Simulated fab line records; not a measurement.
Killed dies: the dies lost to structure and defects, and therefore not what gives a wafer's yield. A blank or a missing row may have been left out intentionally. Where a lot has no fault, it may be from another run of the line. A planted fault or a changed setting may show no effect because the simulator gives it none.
Struck lot and sound lot, side by side / flow sky130 / 30 steps out of a route of 708
Sound: the wafers L458.4, L458.5, L458.6. Struck: wafers L466.1, L466.2, L466.6. The cause is given at the end.
Order at every step that has rows: each side's tool, ch and its chambers, its first start. Under that, the readings that differ: sound wafers / struck wafers / difference of the means / sigmas: that difference in standard deviations of wafers without a fault.
alike: readings with means less than 2 such deviations apart, plus words and numbers identical on both sides. not compared: withheld readings, readings lacking a value on some wafer, bounds such as >300 that could conceal the same value, and numbers that have no deviation in the record and whose values overlap.
A row with sigmas, a row that says differs or no value, or rows on one side alone: a step with any of these is where the two part. Numbers that don't overlap but have no deviation are shown without sigmas and don't part them. Lack of a reading on every wafer of one side parts them only where that side has two or more wafers.

first, 5 steps without rows for these wafers: SKY_SONOS_ONO_COAT_08 (resist thk 1140 nm); SKY_SONOS_ONO_SOFTBAKE_09 (time 60 s); SKY_SONOS_ONO_EXPOSE_10 (exposes mask ONOM, target cd 410 nm); SKY_SONOS_ONO_PEB_11; SKY_SONOS_ONO_DEVELOP_12 (develop time 60 s).
SKY_SONOS_ONO_CD_MEAS_13: the cd target is 410 nm.
  sound on cd sem-01, day 13 23:19; struck on cd sem-01, day 16 06:19
  alike: cd nm
SKY_SONOS_ONO_OVL_MEAS_14:
  sound on overlay-01, day 13 23:24; struck on overlay-01, day 16 06:26
  alike: SONOS_ONO_OVL
SKY_SONOS_ONO_ETCH_15: etches the open film in CHF3/O2, target depth 19.52 nm, time 7.8 s.
  sound on rie diel-04 ch 0,2,3, day 13 23:26; struck on rie diel-04 ch 1,2, day 16 06:28
  alike: drypump motor current A, oes product au, throttle valve pct
  not compared: rf hours counter h
then, 1 step without rows for these wafers: SKY_SONOS_ONO_WET_ETCH_16 (etches SiO2 in dHF, target depth 14 nm, time 280 s).
SKY_SONOS_ONO_STRIP_17: strips in O2/N2.
  sound on plasma asher-02 ch 0,1, day 13 23:34; struck on plasma asher-04 ch 0,1, day 16 06:35
  alike: drypump motor current A, oes product au, strip time to endpoint s
  not compared: rf hours counter h
then, 2 steps without rows for these wafers: SKY_SONOS_ONO_WET_ETCH_18 (etches Si3N4 in H3PO4, target depth 15 nm, time 172 s); SKY_GATE_OXIDE_CLEAN_00 (cleans in SC1/SC2, time 150 s).
SKY_GATE_OXIDE_OXIDATION_01: stabilise 600 s, purge 300 s, target thk 10.268 nm.
  sound on furnace-02 ch 0, day 13 23:53; struck on furnace-01 ch 0, day 16 09:09
reading=spike tc top C (C); sound=912.0 912.3 911.8; struck=916.1 915.1 916.5; difference=+3.9; sigmas=+3
  alike: spike tc bottom C, tube_center_temp_C_max
SKY_GATE_OXIDE_THK_MEAS_02:
  sound on film metro-02, day 14 01:20; struck on film metro-04, day 16 10:34
reading=GATE_OXIDE_OXIDATION_00_THK (nm); sound=10.50 10.42 10.25; struck=16.44 16.72 16.50; difference=+6.16; sigmas=+27
then, 7 steps without rows for these wafers: SKY_GATE_OXIDE_DEHYDRATE_03 (time 60 s); SKY_GATE_OXIDE_HMDS_04 (prime time 60 s); SKY_GATE_OXIDE_COAT_05 (resist thk 1140 nm); SKY_GATE_OXIDE_SOFTBAKE_06 (time 60 s); SKY_GATE_OXIDE_EXPOSE_07 (exposes mask LVOM, target cd 600 nm); SKY_GATE_OXIDE_PEB_08; SKY_GATE_OXIDE_DEVELOP_09 (develop time 60 s).
SKY_GATE_OXIDE_OVL_MEAS_10:
  sound on overlay-01, day 15 04:16; struck on overlay-01, day 17 12:13
  alike: GATE_OXIDE_OVL
then, 2 steps without rows for these wafers: SKY_GATE_OXIDE_IMPLANT_11; SKY_GATE_OXIDE_WET_ETCH_12 (etches SiO2 in dHF, target depth 16.8 nm, time 336 s).
SKY_GATE_OXIDE_STRIP_13: strips in O2/N2.
  sound on plasma asher-04 ch 0,1, day 15 04:34; struck on plasma asher-01 ch 0,1, day 17 12:31
reading=strip time to endpoint s (s); sound=14.27 14.22 14.24; struck=14.20 14.18 14.13; difference=-0.07; sigmas=-2
  alike: drypump motor current A, oes product au
  not compared: rf hours counter h
SKY_GATE_OXIDE_TW_MEAS_14:
  sound on film metro-03, day 15 04:40; struck on film metro-03, day 17 12:37
  alike: GATE_OXIDE_TW
SKY_GATE_OXIDE_CLEAN_15: cleans in SC1/SC2, time 150 s.
  sound on wet bench-04 ch 2, day 15 04:42; struck on wet bench-03 ch 0, day 17 12:40
reading=model.SiO2_of_GATE_OXIDE_OXIDATION_01.thk nm (nm); sound=10.14 10.1 9.907; struck=16.13 16.34 16.2; difference=+6.17; sigmas=
  alike: bath guard temp C, bath heat duty pct, temp c
SKY_GATE_OXIDE_OXIDATION_16: stabilise 600 s, purge 300 s, target thk 3.57 nm.
  sound on furnace-01 ch 0, day 15 05:15; struck on furnace-02 ch 0, day 17 15:54
reading=model.SiO2_of_GATE_OXIDE_OXIDATION_01.thk nm (nm); sound=11.83 11.78 11.64; struck=17.41 17.61 17.5; difference=+5.76; sigmas=
  alike: spike tc bottom C, spike tc top C, tube_center_temp_C_max
then, 1 step without rows for these wafers: SKY_POLY_GATE_CVD_00 (deposits poly-Si, target thk 180 nm, time 720 s).
-- a jump in the record: the struck wafers' starts before and after are 31 days apart (it breaks off in module POLY_GATE and resumes in module PAD_OPEN, where the first step shown is number 708 of the route) --
SKY_PAD_OPEN_PROBE_99:
  sound on prober-01, day 46 15:35; struck on prober-01, day 48 09:21
reading=model.etest.nfet_16v.r on ohm um; sound=1.449e+04 1.452e+04; struck=1.761e+04 1.772e+04 1.755e+04; difference=+3.122e+03; sigmas=
reading=model.etest.tip sonos.rs ohm sq; sound=2640 2653; struck=5381 5525 5352; difference=+2773; sigmas=
reading=model.etest.pfet_16v.r on ohm um; sound=1.531e+04 1.528e+04; struck=1.725e+04 1.72e+04 1.712e+04; difference=+1.895e+03; sigmas=
reading=model.etest.pfet g5v0d10v5.r on ohm um; sound=4775 4847; struck=6252 6217 6211; difference=+1416; sigmas=
reading=model.etest.nfet g5v0d10v5.r on ohm um; sound=1902 1920; struck=2446 2424 2443; difference=+527; sigmas=
reading=model.etest.tip p.rs ohm sq; sound=6722 6803; struck=7283 7203 7167; difference=+455; sigmas=
reading=model.etest.nfet g5v0d10v5.drive ua um; sound=599.1 598.9; struck=404.6 398.5 399.9; difference=-198.0; sigmas=
reading=model.etest.pfet_01v8.r on ohm um; sound=2878 2989; struck=3192 3055 3168; difference=+205; sigmas=

== WHERE THEY PART ==
Last at SKY_GATE_OXIDE_STRIP_13 as far as this record goes, first at SKY_GATE_OXIDE_OXIDATION_01. Later steps at which nothing parts them and some readings are alike: SKY_GATE_OXIDE_TW_MEAS_14, SKY_GATE_OXIDE_CLEAN_15, SKY_GATE_OXIDE_OXIDATION_16.

WHY: what the simulator had put in
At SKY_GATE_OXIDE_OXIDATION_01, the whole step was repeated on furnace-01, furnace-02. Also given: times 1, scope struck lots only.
